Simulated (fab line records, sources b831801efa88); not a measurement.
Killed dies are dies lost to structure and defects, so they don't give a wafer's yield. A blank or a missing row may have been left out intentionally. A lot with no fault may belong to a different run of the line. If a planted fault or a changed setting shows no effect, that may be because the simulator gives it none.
Split-lot trial ; flow sfq line ; 23 wafers read across 5 lots, on a route 325 steps long

## ON THE SPLIT
At SFQ_TRILAYER_R5_LITHO_PEB_139 (peb time 60 s), the setting peb time s was moved away from the recipe's 60 s on 8 of the 23 wafers read, by -11.4% to +10.1%. This setting was run at the recipe's value on the other wafers.

## SPLIT TO READING: what lies between them in the file, 1 step
- SFQ_TRILAYER_R5_LITHO_DEVELOP_138: time 60 s

## THE READING
R5.cd nm (the simulator's own value, which no gauge read), in nm, at SFQ_TRILAYER_R5_BARC_OPEN_METAL_ETCH_177 (etches BARC in O2, target depth 125 nm, time 41.7 s). The file gives no usual value for it. The 15 wafers here that ran the recipe average 499.6 nm, standard deviation 1.2 nm.

wafer;tool, chamber at the split;peb time s as run, s;against the recipe;R5.cd nm, nm;against lot-mates on the recipe
L075.2;litho track-02, 0;60;recipe;499;-
L075.5;litho track-02, 0;60;recipe;498.2;-
L075.6;litho track-02, 0;60;recipe;499.1;-
L078.1;litho track-04, 0;60;recipe;497.9;-
L078.2;litho track-04, 0;60;recipe;501.4;-
L078.3;litho track-04, 0;60;recipe;500.8;-
L078.4;litho track-04, 0;60;recipe;498.5;-
L078.5;litho track-04, 0;60;recipe;501.6;-
L081.1;litho track-01, 0;53.18;-11.4%;516.5;+16.3
L081.2;litho track-01, 0;53.18;-11.4%;516.9;+16.7
L081.3;litho track-01, 0;60;recipe;500.3;-
L081.4;litho track-01, 0;53.18;-11.4%;517.6;+17.4
L081.5;litho track-01, 0;60;recipe;500.1;-
L083.2;litho track-04, 0;60;recipe;500.7;-
L083.3;litho track-04, 0;60;recipe;499.9;-
L083.4;litho track-04, 0;54.02;-10.0%;514.3;+14.0
L083.5;litho track-04, 0;54.02;-10.0%;515.8;+15.5
L083.6;litho track-04, 0;54.02;-10.0%;515.9;+15.6
L085.1;litho track-04, 0;66.06;+10.1%;485.1;-13.6
L085.2;litho track-04, 0;66.06;+10.1%;484.4;-14.3
L085.3;litho track-04, 0;60;recipe;498.7;-
L085.5;litho track-04, 0;60;recipe;499.1;-
L085.6;litho track-04, 0;60;recipe;498.2;-

THE FIT
A straight line over all 23 wafers: R5.cd nm changes by -1.53 nm for each +1% of peb time s; r = -0.99; the points scatter about the line by 1.1 nm.
The same after taking each lot's own level away (the mean of its wafers on the recipe; 23 wafers): -1.46 nm for each +1%; r = -1.00; scatter 0.9 nm.
Per that fit: largest peb time s move, reading shift of 17 nm.
Measured against the standard deviation above, the lots' own levels, which go from 498.67 to 500.30 nm, span 1.4 times it.
Hence the lot-to-lot level has little effect on the slope; both slopes agree.
Check: for one of the wafers moved furthest among these (-11.4%), held out of the fit, the line's prediction against its lot-mates is +16.8 nm. It came out at +16.3 nm against them.

## OTHER SPLITS ON THESE WAFERS
Before the reading, these wafers also passed through other splits. Each is held against what the fit with the lots' levels taken away leaves over:
other split on the same wafers;wafers away from the commonest value;r with R5.cd nm (lot level and that fit taken away)
SFQ_TRILAYER_M3_LITHO_PEB_078 peb temp c;8;+0.10
SFQ_TRILAYER_M3_ETCH_METAL_ETCH_078 time s;2;-0.06
SFQ_TRILAYER_I3_VIA_LITHO_EXPOSE_086 dose mj;4;+0.09
SFQ_TRILAYER_M4_LITHO_COAT_098 resist thk nm;8;+0.01
SFQ_TRILAYER_I4_VIA_LITHO_COAT_103 spin rpm;10;-0.05
SFQ_TRILAYER_R5_LITHO_COAT_141 resist thk nm;7;-0.13

## THE FILE'S OWN FIT
R5.cd nm changes by -1.46 nm for each +1% of peb time s, r = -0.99.
